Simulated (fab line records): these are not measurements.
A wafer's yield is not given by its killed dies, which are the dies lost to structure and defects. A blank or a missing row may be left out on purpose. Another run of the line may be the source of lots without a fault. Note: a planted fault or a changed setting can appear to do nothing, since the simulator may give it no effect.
Chamber matching	flow sky130	rie_diel-01 running SKY_VIA2_ETCH_14: 4 sister chambers
The step etches BARC in N2/H2, stops on SiO2, time 45.9 s, target depth 60 nm. 4 wafers are shown with their chamber, then 7 later ones without.

== WAFERS, EACH WITH ITS CHAMBER ==
wafer	chamber	drypump_motor_current_A (A)
L077.6	0	5.6
L085.2	1	4.8
L087.2	3	5.5
L087.5	2	5.8

== WAFERS MISSING THEIR CHAMBER ==
wafer	drypump_motor_current_A (A)
L087.6	5.5
L091.1	5.6
L091.4	5.5
L091.5	5.5
L093.1	4.8
L093.4	5.7
L093.5	5.8

== EACH ONE'S CHAMBER ==
wafer	from the rows above	in truth
L087.6	3	3
L091.1	0	0
L091.4	3	3
L091.5	3	3
L093.1	1	1
L093.4	can't be placed: 2 or 0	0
L093.5	2	2
Placed correctly: 6 of 7. These rows do not allow placing 1 (true chamber among the candidates in 1). Placed wrongly: 0.
How it was worked out, from the rows above alone: a wafer's distance from a chamber is the root of the sum, over the readings, of the square of ((its reading less the chamber's mean) divided by the reading's scatter). If the next closest chamber is less than 2 further off than the closest, the wafer can't be placed; otherwise it belongs to the closest. A chamber's mean is the mean of its shown wafers. The scatter: with one shown wafer a chamber, the root of the mean of the squares of how far each hidden wafer lies from its nearest shown one.
